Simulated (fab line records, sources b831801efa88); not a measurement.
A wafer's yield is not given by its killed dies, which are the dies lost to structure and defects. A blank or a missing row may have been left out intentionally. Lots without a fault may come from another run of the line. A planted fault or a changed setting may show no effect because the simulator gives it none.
fab line records || flow gf180mcu
record: {"lots": 6, "wafers": 18, "lastDay": 35}
route steps=602 shown V2@387
lots that met no fault: taken from a fault-free run of the same line
startH: hours from the record's opening day to when the first of the lot's shown wafers began || waitH: hours elapsed since this lot's preceding step || " as in the row above || L1.1+2: a row that stands for several wafers || - no value, or no start was given || * or withheld: withheld || < > ~ a bound
route shown NAME@n: NAME is a module with steps in the file, n the number in the route of the first one || usual: mean/standard deviation of fault-free wafers || same: alike in all rows || chamber/n: place in a boat || sites: each site's reading || _std_site: the values' standard deviation || _edge_site: inner sites' mean taken away from outer sites' mean || radiusMm: for every site, how far away it sits from the centre of the wafer || mask NAME#n: copy n || behind: the tool/chamber that last shaped the wafer || hold: why the lot went on hold/how many hours it stayed there/how the hold came to an end || device: whichever transistor did not switch (one of n, p or np) || end of line: the same wafers' tests at the end of the route || where a step has no rows: the recipe by itself || killed: not the wafer's yield, but the dies lost to structure and defects at the first sort || map: dies across one wafer; x = killed, . = not, _ = none there
set.NAME: the setting the step ran with; set.NAME@STEP: the setting that earlier step ran with || model.NAME: the simulator's own value behind a step, which no gauge read
lots at some steps of the route; a table a step, a row a wafer
services: from which hour (startH, from the record's first day; less than 0 if before it) a tool's chamber was out of use, for how many hours, and why
== steps ==
step: GF_V2_BOW_MEAS_05
recipe: {"mode": "bow"}
usual: {"V2_BOW": "100/7.1"}
{"lot.wafer": "L688.4", "tool": "filmMetro-01", "chamber": "-", "startH": 473.60, "waitH": 0.3, "V2_BOW[um]": 104}
{"lot.wafer": "L688.5", "tool": "filmMetro-01", "chamber": "-", "startH": 473.60, "waitH": 0.3, "V2_BOW[um]": 107}
{"lot.wafer": "L688.6", "tool": "filmMetro-01", "chamber": "-", "startH": 473.60, "waitH": 0.3, "V2_BOW[um]": 104}
{"lot.wafer": "L689.1", "tool": "filmMetro-04", "chamber": "-", "startH": 481.79, "waitH": 0.1, "V2_BOW[um]": 91}
{"lot.wafer": "L689.2", "tool": "filmMetro-04", "chamber": "-", "startH": 481.79, "waitH": 0.1, "V2_BOW[um]": 105}
{"lot.wafer": "L689.4", "tool": "filmMetro-04", "chamber": "-", "startH": 481.79, "waitH": 0.1, "V2_BOW[um]": 89}
{"lot.wafer": "L698.1", "tool": "filmMetro-04", "chamber": "-", "startH": 561.15, "waitH": 0.1, "V2_BOW[um]": 99}
{"lot.wafer": "L698.2", "tool": "filmMetro-04", "chamber": "-", "startH": 561.15, "waitH": 0.1, "V2_BOW[um]": 115}
{"lot.wafer": "L698.4", "tool": "filmMetro-04", "chamber": "-", "startH": 561.15, "waitH": 0.1, "V2_BOW[um]": 95}
{"lot.wafer": "L699.4", "tool": "filmMetro-01", "chamber": "-", "startH": 566.99, "waitH": 0.2, "V2_BOW[um]": 103}
{"lot.wafer": "L699.5", "tool": "filmMetro-01", "chamber": "-", "startH": 566.99, "waitH": 0.2, "V2_BOW[um]": 110}
{"lot.wafer": "L699.6", "tool": "filmMetro-01", "chamber": "-", "startH": 566.99, "waitH": 0.2, "V2_BOW[um]": 95}
{"lot.wafer": "L705.3", "tool": "filmMetro-04", "chamber": "-", "startH": 610.62, "waitH": 0.2, "V2_BOW[um]": 93}
{"lot.wafer": "L705.4", "tool": "filmMetro-04", "chamber": "-", "startH": 610.62, "waitH": 0.2, "V2_BOW[um]": 88}
{"lot.wafer": "L705.6", "tool": "filmMetro-04", "chamber": "-", "startH": 610.62, "waitH": 0.2, "V2_BOW[um]": 95}
{"lot.wafer": "L709.1", "tool": "filmMetro-02", "chamber": "-", "startH": 638.98, "waitH": 0.1, "V2_BOW[um]": 110}
{"lot.wafer": "L709.4", "tool": "filmMetro-02", "chamber": "-", "startH": 638.98, "waitH": 0.1, "V2_BOW[um]": 109}
{"lot.wafer": "L709.5", "tool": "filmMetro-02", "chamber": "-", "startH": 638.98, "waitH": 0.1, "V2_BOW[um]": 104}
step: GF_V2_DEHYDRATE_06
recipe: {"tempC": 200, "timeS": 60}
step: GF_V2_HMDS_07
recipe: {"primeTimeS": 60, "primeTempC": 120}
step: GF_V2_COAT_08
recipe: {"resist": "BARC", "tempC": "withheld", "timeS": "withheld", "spinRpm": "withheld", "resistThkNm": "withheld"}
step: GF_V2_COAT_09
recipe: {"resist": "KrF", "spinRpm": "withheld", "resistThkNm": 1000}
step: GF_V2_SOFTBAKE_10
recipe: {"tempC": 130, "timeS": 60, "resist": "KrF"}
step: GF_V2_EXPOSE_11
recipe: {"maskId": "Via2", "targetCdNm": 260, "na": 0.68, "sourceShape": "conventional", "sigmaOuter": 0.6, "doseMj": 38}
step: GF_V2_PEB_12
recipe: {"pebTempC": 135, "pebTimeS": 90, "resist": "KrF"}
step: GF_V2_DEVELOP_13
recipe: {"developTimeS": 60, "resist": "KrF", "devTempC": 21}
step: GF_V2_CD_MEAS_14
recipe: {"targetCdNm": 260}
usual: {"cdNm": "259.7/1"}
{"lot.wafer": "L688.4", "tool": "cdSem-02", "chamber": "-", "startH": 498.38, "waitH": 0.1, "cdNm": 258.8}
{"lot.wafer": "L688.5", "tool": "cdSem-02", "chamber": "-", "startH": 498.38, "waitH": 0.1, "cdNm": 258.3}
{"lot.wafer": "L688.6", "tool": "cdSem-02", "chamber": "-", "startH": 498.38, "waitH": 0.1, "cdNm": 258.1}
{"lot.wafer": "L689.1", "tool": "cdSem-01", "chamber": "-", "startH": 505.97, "waitH": 0.1, "cdNm": 260.2}
{"lot.wafer": "L689.2", "tool": "cdSem-01", "chamber": "-", "startH": 505.97, "waitH": 0.1, "cdNm": 259.2}
{"lot.wafer": "L689.4", "tool": "cdSem-01", "chamber": "-", "startH": 505.97, "waitH": 0.1, "cdNm": 259.0}
{"lot.wafer": "L698.1", "tool": "cdSem-02", "chamber": "-", "startH": 582.32, "waitH": 0.1, "cdNm": 258.2}
{"lot.wafer": "L698.2", "tool": "cdSem-02", "chamber": "-", "startH": 582.32, "waitH": 0.1, "cdNm": 259.1}
{"lot.wafer": "L698.4", "tool": "cdSem-02", "chamber": "-", "startH": 582.32, "waitH": 0.1, "cdNm": 259.0}
{"lot.wafer": "L699.4", "tool": "cdSem-01", "chamber": "-", "startH": 589.69, "waitH": 0.1, "cdNm": 260.4}
{"lot.wafer": "L699.5", "tool": "cdSem-01", "chamber": "-", "startH": 589.69, "waitH": 0.1, "cdNm": 260.4}
{"lot.wafer": "L699.6", "tool": "cdSem-01", "chamber": "-", "startH": 589.69, "waitH": 0.1, "cdNm": 260.7}
{"lot.wafer": "L705.3", "tool": "cdSem-02", "chamber": "-", "startH": 631.77, "waitH": 0.1, "cdNm": 258.4}
{"lot.wafer": "L705.4", "tool": "cdSem-02", "chamber": "-", "startH": 631.77, "waitH": 0.1, "cdNm": 259.3}
{"lot.wafer": "L705.6", "tool": "cdSem-02", "chamber": "-", "startH": 631.77, "waitH": 0.1, "cdNm": 259.1}
{"lot.wafer": "L709.1", "tool": "cdSem-02", "chamber": "-", "startH": 658.53, "waitH": 0.1, "cdNm": 261.3}
{"lot.wafer": "L709.4", "tool": "cdSem-02", "chamber": "-", "startH": 658.53, "waitH": 0.1, "cdNm": 261.4}
{"lot.wafer": "L709.5", "tool": "cdSem-02", "chamber": "-", "startH": 658.53, "waitH": 0.1, "cdNm": 261.1}
step: GF_V2_OVL_MEAS_15
usual: {"V2_OVL": "0/5.3"}
{"lot.wafer": "L688.4", "tool": "overlay-02", "chamber": "-", "startH": 498.46, "waitH": 0.1, "V2_OVL[nm]": 1}
{"lot.wafer": "L688.5", "tool": "overlay-02", "chamber": "-", "startH": 498.46, "waitH": 0.1, "V2_OVL[nm]": 4}
{"lot.wafer": "L688.6", "tool": "overlay-02", "chamber": "-", "startH": 498.46, "waitH": 0.1, "V2_OVL[nm]": -1}
{"lot.wafer": "L689.1", "tool": "overlay-02", "chamber": "-", "startH": 506.09, "waitH": 0.1, "V2_OVL[nm]": 3}
{"lot.wafer": "L689.2", "tool": "overlay-02", "chamber": "-", "startH": 506.09, "waitH": 0.1, "V2_OVL[nm]": -7}
{"lot.wafer": "L689.4", "tool": "overlay-02", "chamber": "-", "startH": 506.09, "waitH": 0.1, "V2_OVL[nm]": 0}
{"lot.wafer": "L698.1", "tool": "overlay-01", "chamber": "-", "startH": 582.44, "waitH": 0.1, "V2_OVL[nm]": -5}
{"lot.wafer": "L698.2", "tool": "overlay-01", "chamber": "-", "startH": 582.44, "waitH": 0.1, "V2_OVL[nm]": -1}
{"lot.wafer": "L698.4", "tool": "overlay-01", "chamber": "-", "startH": 582.44, "waitH": 0.1, "V2_OVL[nm]": -6}
{"lot.wafer": "L699.4", "tool": "overlay-01", "chamber": "-", "startH": 589.77, "waitH": 0.1, "V2_OVL[nm]": 0}
{"lot.wafer": "L699.5", "tool": "overlay-01", "chamber": "-", "startH": 589.77, "waitH": 0.1, "V2_OVL[nm]": 3}
{"lot.wafer": "L699.6", "tool": "overlay-01", "chamber": "-", "startH": 589.77, "waitH": 0.1, "V2_OVL[nm]": 6}
{"lot.wafer": "L705.3", "tool": "overlay-01", "chamber": "-", "startH": 631.86, "waitH": 0.1, "V2_OVL[nm]": 9}
{"lot.wafer": "L705.4", "tool": "overlay-01", "chamber": "-", "startH": 631.86, "waitH": 0.1, "V2_OVL[nm]": 7}
{"lot.wafer": "L705.6", "tool": "overlay-01", "chamber": "-", "startH": 631.86, "waitH": 0.1, "V2_OVL[nm]": 2}
{"lot.wafer": "L709.1", "tool": "overlay-02", "chamber": "-", "startH": 658.65, "waitH": 0.1, "V2_OVL[nm]": -1}
{"lot.wafer": "L709.4", "tool": "overlay-02", "chamber": "-", "startH": 658.65, "waitH": 0.1, "V2_OVL[nm]": -3}
{"lot.wafer": "L709.5", "tool": "overlay-02", "chamber": "-", "startH": 658.65, "waitH": 0.1, "V2_OVL[nm]": 3}
step: GF_V2_ETCH_16
recipe: {"chemistry": "N2/H2", "targetDepthA": "withheld", "overetchA": "withheld", "timeS": "withheld", "target": "BARC", "ionEnergyEv": 200, "sourceW": 500, "biasW": 100, "pressureMtorr": 30, "n2FlowSccm": 100, "h2FlowSccm": 200}
usual: {"biasW": "100.0/0.32", "chamberPressureMTorr": "30.000/0.027", "drypumpMotorCurrentA": "5.8/0.44", "oesProductAu": "0.855/0.0045", "rfFwdPowerW": "494.4/2.6", "throttleValvePct": "13.224/0.0094"}
{"lot.wafer": "L688.4", "tool": "rieDiel-01", "chamber": 1, "startH": 498.47, "waitH": 0.0, "biasW": 99.8, "chamberPressureMTorr": 30.013, "drypumpMotorCurrentA": 6.4, "oesProductAu": 0.861, "rfFwdPowerW": 497.3, "throttleValvePct": 13.223}
{"lot.wafer": "L688.5", "tool": "rieDiel-01", "chamber": 2, "startH": 498.47, "waitH": 0.0, "biasW": 99.1, "chamberPressureMTorr": 30.007, "drypumpMotorCurrentA": 6.1, "oesProductAu": 0.854, "rfFwdPowerW": 492.3, "throttleValvePct": 13.231}
{"lot.wafer": "L688.6", "tool": "rieDiel-01", "chamber": 1, "startH": 498.47, "waitH": 0.0, "biasW": 100.0, "chamberPressureMTorr": 30.000, "drypumpMotorCurrentA": 6.4, "oesProductAu": 0.853, "rfFwdPowerW": 494.1, "throttleValvePct": 13.214}
{"lot.wafer": "L689.1", "tool": "rieDiel-03", "chamber": 2, "startH": 506.12, "waitH": 0.0, "biasW": 99.8, "chamberPressureMTorr": 30.021, "drypumpMotorCurrentA": 6.0, "oesProductAu": 0.854, "rfFwdPowerW": 494.6, "throttleValvePct": 13.223}
{"lot.wafer": "L689.2", "tool": "rieDiel-03", "chamber": 1, "startH": 506.12, "waitH": 0.0, "biasW": 100.2, "chamberPressureMTorr": 29.975, "drypumpMotorCurrentA": 5.7, "oesProductAu": 0.850, "rfFwdPowerW": 496.9, "throttleValvePct": 13.233}
{"lot.wafer": "L689.4", "tool": "rieDiel-03", "chamber": 0, "startH": 506.12, "waitH": 0.0, "biasW": 99.9, "chamberPressureMTorr": 29.991, "drypumpMotorCurrentA": 6.0, "oesProductAu": 0.855, "rfFwdPowerW": 494.0, "throttleValvePct": 13.233}
{"lot.wafer": "L698.1", "tool": "rieDiel-03", "chamber": 3, "startH": 582.47, "waitH": 0.0, "biasW": 100.0, "chamberPressureMTorr": 29.965, "drypumpMotorCurrentA": 5.4, "oesProductAu": 0.857, "rfFwdPowerW": 495.6, "throttleValvePct": 13.218}
{"lot.wafer": "L698.2", "tool": "rieDiel-03", "chamber": 1, "startH": 582.47, "waitH": 0.0, "biasW": 100.7, "chamberPressureMTorr": 30.034, "drypumpMotorCurrentA": 5.8, "oesProductAu": 0.853, "rfFwdPowerW": 497.0, "throttleValvePct": 13.216}
{"lot.wafer": "L698.4", "tool": "rieDiel-03", "chamber": 2, "startH": 582.47, "waitH": 0.0, "biasW": 99.3, "chamberPressureMTorr": 30.029, "drypumpMotorCurrentA": 6.0, "oesProductAu": 0.852, "rfFwdPowerW": 496.5, "throttleValvePct": 13.227}
{"lot.wafer": "L699.4", "tool": "rieDiel-01", "chamber": 1, "startH": 589.81, "waitH": 0.0, "biasW": 100.2, "chamberPressureMTorr": 30.037, "drypumpMotorCurrentA": 6.3, "oesProductAu": 0.856, "rfFwdPowerW": 495.9, "throttleValvePct": 13.218}
{"lot.wafer": "L699.5", "tool": "rieDiel-01", "chamber": 3, "startH": 589.81, "waitH": 0.0, "biasW": 100.2, "chamberPressureMTorr": 30.035, "drypumpMotorCurrentA": 6.1, "oesProductAu": 0.862, "rfFwdPowerW": 494.9, "throttleValvePct": 13.215}
{"lot.wafer": "L699.6", "tool": "rieDiel-01", "chamber": 0, "startH": 589.81, "waitH": 0.0, "biasW": 100.4, "chamberPressureMTorr": 30.004, "drypumpMotorCurrentA": 6.3, "oesProductAu": 0.856, "rfFwdPowerW": 495.2, "throttleValvePct": 13.244}
{"lot.wafer": "L705.3", "tool": "rieDiel-03", "chamber": 3, "startH": 631.89, "waitH": 0.0, "biasW": 100.1, "chamberPressureMTorr": 30.037, "drypumpMotorCurrentA": 5.4, "oesProductAu": 0.852, "rfFwdPowerW": 497.3, "throttleValvePct": 13.229}
{"lot.wafer": "L705.4", "tool": "rieDiel-03", "chamber": 2, "startH": 631.89, "waitH": 0.0, "biasW": 100.4, "chamberPressureMTorr": 30.029, "drypumpMotorCurrentA": 6.0, "oesProductAu": 0.855, "rfFwdPowerW": 498.7, "throttleValvePct": 13.224}
{"lot.wafer": "L705.6", "tool": "rieDiel-03", "chamber": 1, "startH": 631.89, "waitH": 0.0, "biasW": 100.0, "chamberPressureMTorr": 30.033, "drypumpMotorCurrentA": 5.8, "oesProductAu": 0.852, "rfFwdPowerW": 495.8, "throttleValvePct": 13.227}
{"lot.wafer": "L709.1", "tool": "rieDiel-03", "chamber": 1, "startH": 658.69, "waitH": 0.0, "biasW": 100.0, "chamberPressureMTorr": 30.028, "drypumpMotorCurrentA": 5.7, "oesProductAu": 0.859, "rfFwdPowerW": 498.9, "throttleValvePct": 13.210}
{"lot.wafer": "L709.4", "tool": "rieDiel-03", "chamber": 2, "startH": 658.69, "waitH": 0.0, "biasW": 99.9, "chamberPressureMTorr": 30.006, "drypumpMotorCurrentA": 6.0, "oesProductAu": 0.857, "rfFwdPowerW": 497.8, "throttleValvePct": 13.232}
{"lot.wafer": "L709.5", "tool": "rieDiel-03", "chamber": 0, "startH": 658.69, "waitH": 0.0, "biasW": 99.8, "chamberPressureMTorr": 30.035, "drypumpMotorCurrentA": 6.0, "oesProductAu": 0.847, "rfFwdPowerW": 494.5, "throttleValvePct": 13.219}
step: GF_V2_ETCH_17
recipe: {"chemistry": "C4F8/O2/Ar", "maskMaterial": "KrF", "target": "SiO2", "stopOn": "TiN", "sourceW": 1500, "biasW": 1200, "pressureMtorr": 40, "c4f8FlowSccm": "withheld", "O2_flow_sccm": 6, "Ar_flow_sccm": 300, "timeS": "withheld", "targetDepthA": 6300}
usual: {"biasW": "1200/3.9", "chamberPressureMTorr": "40.00/0.034", "oesProductAu": "0.855/0.0049", "rfFwdPowerW": "1492/5.2"}
{"lot.wafer": "L688.4", "tool": "rieDiel-01", "chamber": 1, "startH": 498, "waitH": "-", "biasW": 1197, "chamberPressureMTorr": 40.01, "oesProductAu": 0.862, "rfFwdPowerW": 1494}
{"lot.wafer": "L688.5", "tool": "rieDiel-01", "chamber": 2, "startH": 498, "waitH": "-", "biasW": 1203, "chamberPressureMTorr": 39.95, "oesProductAu": 0.856, "rfFwdPowerW": 1498}
{"lot.wafer": "L688.6", "tool": "rieDiel-01", "chamber": 1, "startH": 498, "waitH": "-", "biasW": 1205, "chamberPressureMTorr": 39.96, "oesProductAu": 0.857, "rfFwdPowerW": 1491}
{"lot.wafer": "L689.1", "tool": "rieDiel-03", "chamber": 2, "startH": 506, "waitH": "-", "biasW": 1199, "chamberPressureMTorr": 39.98, "oesProductAu": 0.849, "rfFwdPowerW": 1488}
{"lot.wafer": "L689.2", "tool": "rieDiel-03", "chamber": 1, "startH": 506, "waitH": "-", "biasW": 1201, "chamberPressureMTorr": 40.08, "oesProductAu": 0.857, "rfFwdPowerW": 1499}
{"lot.wafer": "L689.4", "tool": "rieDiel-03", "chamber": 0, "startH": 506, "waitH": "-", "biasW": 1202, "chamberPressureMTorr": 40.00, "oesProductAu": 0.862, "rfFwdPowerW": 1488}
{"lot.wafer": "L698.1", "tool": "rieDiel-03", "chamber": 3, "startH": 582, "waitH": "-", "biasW": "-", "chamberPressureMTorr": "-", "oesProductAu": "-", "rfFwdPowerW": "-"}
{"lot.wafer": "L698.2", "tool": "rieDiel-03", "chamber": 1, "startH": 582, "waitH": "-", "biasW": "-", "chamberPressureMTorr": "-", "oesProductAu": "-", "rfFwdPowerW": "-"}
{"lot.wafer": "L698.4", "tool": "rieDiel-03", "chamber": 2, "startH": 582, "waitH": "-", "biasW": "-", "chamberPressureMTorr": "-", "oesProductAu": "-", "rfFwdPowerW": "-"}
{"lot.wafer": "L699.4", "tool": "rieDiel-01", "chamber": 1, "startH": 589, "waitH": "-", "biasW": "-", "chamberPressureMTorr": "-", "oesProductAu": "-", "rfFwdPowerW": "-"}
{"lot.wafer": "L699.5", "tool": "rieDiel-01", "chamber": 3, "startH": 589, "waitH": "-", "biasW": "-", "chamberPressureMTorr": "-", "oesProductAu": "-", "rfFwdPowerW": "-"}
{"lot.wafer": "L699.6", "tool": "rieDiel-01", "chamber": 0, "startH": 589, "waitH": "-", "biasW": "-", "chamberPressureMTorr": "-", "oesProductAu": "-", "rfFwdPowerW": "-"}
{"lot.wafer": "L705.3", "tool": "rieDiel-03", "chamber": 3, "startH": 631, "waitH": "-", "biasW": 1198, "chamberPressureMTorr": 40.00, "oesProductAu": 0.859, "rfFwdPowerW": 1486}
{"lot.wafer": "L705.4", "tool": "rieDiel-03", "chamber": 2, "startH": 631, "waitH": "-", "biasW": 1202, "chamberPressureMTorr": 39.95, "oesProductAu": 0.858, "rfFwdPowerW": 1498}
{"lot.wafer": "L705.6", "tool": "rieDiel-03", "chamber": 1, "startH": 631, "waitH": "-", "biasW": 1199, "chamberPressureMTorr": 40.01, "oesProductAu": 0.851, "rfFwdPowerW": 1486}
{"lot.wafer": "L709.1", "tool": "rieDiel-03", "chamber": 1, "startH": 658, "waitH": "-", "biasW": 1204, "chamberPressureMTorr": 39.96, "oesProductAu": 0.852, "rfFwdPowerW": 1497}
{"lot.wafer": "L709.4", "tool": "rieDiel-03", "chamber": 2, "startH": 658, "waitH": "-", "biasW": 1204, "chamberPressureMTorr": 40.03, "oesProductAu": 0.854, "rfFwdPowerW": 1495}
{"lot.wafer": "L709.5", "tool": "rieDiel-03", "chamber": 0, "startH": 658, "waitH": "-", "biasW": 1201, "chamberPressureMTorr": 39.96, "oesProductAu": 0.860, "rfFwdPowerW": 1496}
step: GF_V2_STRIP_18
recipe: {"chemistry": "O2/N2", "powerW": 1400, "pressureMtorr": 1500, "platenTempC": 250, "o2FlowSccm": 3000, "n2FlowSccm": 300, "overashFraction": 0.5}
usual: {"drypumpMotorCurrentA": "5.5/0.3", "heaterPowerW": "346/28", "oesProductAu": "0.593/0.0047"}
{"lot.wafer": "L688.4", "tool": "plasmaAsher-04", "chamber": 0, "startH": 498.64, "waitH": "-", "drypumpMotorCurrentA": 5.6, "heaterPowerW": 305, "oesProductAu": 0.593, "rfHoursCounterH": "-"}
{"lot.wafer": "L688.5", "tool": "plasmaAsher-04", "chamber": 1, "startH": 498.64, "waitH": "-", "drypumpMotorCurrentA": 5.5, "heaterPowerW": 331, "oesProductAu": 0.591, "rfHoursCounterH": "-"}
{"lot.wafer": "L688.6", "tool": "plasmaAsher-04", "chamber": 0, "startH": 498.64, "waitH": "-", "drypumpMotorCurrentA": 5.6, "heaterPowerW": 299, "oesProductAu": 0.595, "rfHoursCounterH": "-"}
{"lot.wafer": "L689.1", "tool": "plasmaAsher-04", "chamber": 0, "startH": 506.25, "waitH": "-", "drypumpMotorCurrentA": 5.6, "heaterPowerW": 300, "oesProductAu": 0.597, "rfHoursCounterH": 42}
{"lot.wafer": "L689.2", "tool": "plasmaAsher-04", "chamber": 1, "startH": 506.25, "waitH": "-", "drypumpMotorCurrentA": 5.5, "heaterPowerW": 333, "oesProductAu": 0.588, "rfHoursCounterH": 42}
{"lot.wafer": "L689.4", "tool": "plasmaAsher-04", "chamber": 0, "startH": 506.25, "waitH": "-", "drypumpMotorCurrentA": 5.6, "heaterPowerW": 296, "oesProductAu": 0.597, "rfHoursCounterH": "-"}
{"lot.wafer": "L698.1", "tool": "plasmaAsher-01", "chamber": 1, "startH": 582.60, "waitH": "-", "drypumpMotorCurrentA": 5.3, "heaterPowerW": 326, "oesProductAu": 0.671, "rfHoursCounterH": 97}
{"lot.wafer": "L698.2", "tool": "plasmaAsher-01", "chamber": 0, "startH": 582.60, "waitH": "-", "drypumpMotorCurrentA": 5.6, "heaterPowerW": 380, "oesProductAu": 0.672, "rfHoursCounterH": 97}
{"lot.wafer": "L698.4", "tool": "plasmaAsher-01", "chamber": 1, "startH": 582.60, "waitH": "-", "drypumpMotorCurrentA": 5.3, "heaterPowerW": 331, "oesProductAu": 0.659, "rfHoursCounterH": "-"}
{"lot.wafer": "L699.4", "tool": "plasmaAsher-02", "chamber": 0, "startH": 589.95, "waitH": "-", "drypumpMotorCurrentA": 5.3, "heaterPowerW": 339, "oesProductAu": 0.668, "rfHoursCounterH": "-"}
{"lot.wafer": "L699.5", "tool": "plasmaAsher-02", "chamber": 1, "startH": 589.95, "waitH": "-", "drypumpMotorCurrentA": 6.2, "heaterPowerW": 377, "oesProductAu": 0.676, "rfHoursCounterH": "-"}
{"lot.wafer": "L699.6", "tool": "plasmaAsher-02", "chamber": 0, "startH": 589.95, "waitH": "-", "drypumpMotorCurrentA": 5.2, "heaterPowerW": 334, "oesProductAu": 0.670, "rfHoursCounterH": "-"}
{"lot.wafer": "L705.3", "tool": "plasmaAsher-02", "chamber": 1, "startH": 632.05, "waitH": "-", "drypumpMotorCurrentA": 6.2, "heaterPowerW": 374, "oesProductAu": 0.589, "rfHoursCounterH": "-"}
{"lot.wafer": "L705.4", "tool": "plasmaAsher-02", "chamber": 0, "startH": 632.05, "waitH": "-", "drypumpMotorCurrentA": 5.3, "heaterPowerW": 338, "oesProductAu": 0.600, "rfHoursCounterH": "-"}
{"lot.wafer": "L705.6", "tool": "plasmaAsher-02", "chamber": 0, "startH": 632.05, "waitH": "-", "drypumpMotorCurrentA": 5.3, "heaterPowerW": 349, "oesProductAu": 0.596, "rfHoursCounterH": "-"}
{"lot.wafer": "L709.1", "tool": "plasmaAsher-01", "chamber": 0, "startH": 658.81, "waitH": "-", "drypumpMotorCurrentA": 5.6, "heaterPowerW": 378, "oesProductAu": 0.592, "rfHoursCounterH": 107}
{"lot.wafer": "L709.4", "tool": "plasmaAsher-01", "chamber": 1, "startH": 658.81, "waitH": "-", "drypumpMotorCurrentA": 5.3, "heaterPowerW": 335, "oesProductAu": 0.598, "rfHoursCounterH": "-"}
{"lot.wafer": "L709.5", "tool": "plasmaAsher-01", "chamber": 0, "startH": 658.81, "waitH": "-", "drypumpMotorCurrentA": 5.6, "heaterPowerW": 383, "oesProductAu": 0.600, "rfHoursCounterH": "-"}
step: GF_V2_STRIP_19
recipe: {"chemistry": "postEtchResidueRemover", "timeS": 1200, "tempC": 72.5}
== services ==
{"tool": "plasmaAsher-01", "chamber": "-", "startH": 528.02, "hours": 4.3, "kind": "repair"}
{"tool": "rieDiel-03", "chamber": "-", "startH": 543.05, "hours": 2.8, "kind": "pm"}
{"tool": "rieDiel-01", "chamber": 3, "startH": 577.67, "hours": 10.8, "kind": "repair"}
{"tool": "plasmaAsher-04", "chamber": "-", "startH": 580.19, "hours": 28.1, "kind": "pm"}
{"tool": "rieDiel-01", "chamber": 2, "startH": 588.51, "hours": "-", "kind": "clean"}
{"tool": "rieDiel-01", "chamber": 2, "startH": 588.51, "hours": 13.8, "kind": "scheduledDown"}
{"tool": "rieDiel-01", "chamber": 2, "startH": 588.51, "hours": 13.8, "kind": "ventCycle"}
{"tool": "plasmaAsher-02", "chamber": "-", "startH": 599.40, "hours": 2.8, "kind": "pm"}
{"tool": "plasmaAsher-04", "chamber": "-", "startH": 626.10, "hours": 16.2, "kind": "repair"}
{"tool": "plasmaAsher-04", "chamber": "-", "startH": 629.58, "hours": 0.8, "kind": "repair"}
== key ==
firstSign: {"step": "GF_V2_ETCH_17", "reading": "toolRecord", "direction": "missing"}
effect: {"step": "GF_V2_STRIP_18", "reading": "oesProductAu", "direction": "up", "sigmas": 16, "usual": 0.593, "struck": 0.669}
metAt GF_V2_ETCH_17
struckWafers L698.1,L698.2,L698.4,L699.4,L699.5,L699.6
laterRowsLeftOut L698.1,L698.2,L698.4,L699.4,L699.5,L699.6
sortLeftOut L698.1,L698.2,L698.4,L699.4,L699.5,L699.6
onsetBetween 506 582
fault: {"kind": "skippedStepWhole", "tool": "rieDiel-01,rieDiel-03", "chamber": "-", "onsetH": 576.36, "steps": "GF_V2_ETCH_17", "scope": "struckLotsOnly"}
sortLeftOut: the simulated sort isn't trusted on such a fault, so these wafers' sort isn't shown, and their yield isn't known
laterRowsLeftOut: the simulator's readings of these wafers behind a module that went badly wrong aren't trusted and aren't shown, but for the sort
